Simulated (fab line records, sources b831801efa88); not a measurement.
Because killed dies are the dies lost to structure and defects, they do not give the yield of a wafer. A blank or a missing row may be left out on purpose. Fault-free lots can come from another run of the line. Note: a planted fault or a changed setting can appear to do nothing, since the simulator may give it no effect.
Problem report, 8D (eight disciplines) form, completed by code -- flow sky130 -- the parts of the form that need people (team, actions taken, sign-off) are left out

1. WHAT IS WRONG
killed at front end at SKY_PAD_OPEN_PROBE_99 reads a mean of 420 on 6 wafers of 2 lots; wafers without a fault read 15 with a standard deviation of 4.1. That puts it +99 standard deviations away from the usual mean.
The first sign was on wafer L658.1 at day 48 23:34, on prober-01. The record holds 21 wafers of 7 lots with a number at this step. The rule behind "out" and "out of limits": a value lying over 4 standard deviations away from the usual mean. The rest of the wafers with a number are treated as sound.

2. WHAT IT IS, WHAT IT ISN'T
question,is,is not
which readings at this step,"killed at front end, killed dies, killed on rim","killed at contacts, killed at other, killed open, killed short"
which lots,"L658, L659","L644, L646, L649, L662, L665"
which wafers of those lots,all that have a number,-
read on which tools,"prober-01, prober-02",-
when,from day 48 23:34,"up to then (9 sound wafers); but 6 sound wafers of L662, L665 came after"

3. THE SUSPECTS, EACH WITH WHAT RULES IT OUT
Counting: any tool at a process step up to the reading is kept as a suspect provided that every lot that is out went through it and no sound lot did after the first of them.
- cmp-01 at SKY_FIELD_ISO_CMP_27 (polishes, stops on Si3N4, t overpolish 16 s, target thk 457.8 nm): ruled out as a lasting fault. Sound lots L665 ran on it after its first lot that is out, L658 (day 5 10:15).
Left after counting: nothing in the record.

4. THE CAUSE (what the simulator had put in)
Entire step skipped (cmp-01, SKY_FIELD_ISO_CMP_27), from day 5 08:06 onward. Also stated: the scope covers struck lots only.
Counting ruled it out, wrongly: the rule takes a fault to strike every lot that its tool runs from its start on, and this one did not.

5. THE EFFECT CHAIN, in route order
One row per reading whose mean, taken over the struck wafers that have a number, lies over 3 standard deviations from the usual. Only readings for which the record gives a usual standard deviation are gone through. hours: the time from each lot's start at the first step in this table that gives one to its start at this step, as a median over the lots. sigmas: the change in usual standard deviations.
hours,step,reading,usual,on struck wafers,change,sigmas
0,SKY_PAD_OPEN_PROBE_99,killed at front end,15,420,+406,+99
0,SKY_PAD_OPEN_PROBE_99,killed dies,87,492,+405,+42
0,SKY_PAD_OPEN_PROBE_99,killed on rim,17,96,+79,+21
It contains these process steps:
- SKY_PAD_OPEN_PROBE_99
Readings that are blank on the struck wafers while sound wafers have them: edge zone pressure frac at SKY_FIELD_ISO_CMP_27; head pressure psi at SKY_FIELD_ISO_CMP_27; motor current A at SKY_FIELD_ISO_CMP_27; overpolish run s at SKY_FIELD_ISO_CMP_27; slurry flow ml min at SKY_FIELD_ISO_CMP_27; time to endpoint s at SKY_FIELD_ISO_CMP_27.

6. HOW IT WOULD HAVE BEEN CAUGHT EARLIER
The fault began at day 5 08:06; the first out-of-limits reading in this record came at day 48 23:34, 1047 hours later.
At SKY_FIELD_ISO_CMP_27 the tool's readings are blank on the struck wafers, where sound wafers have them: an empty tool record is the first sign, and it was there at once.
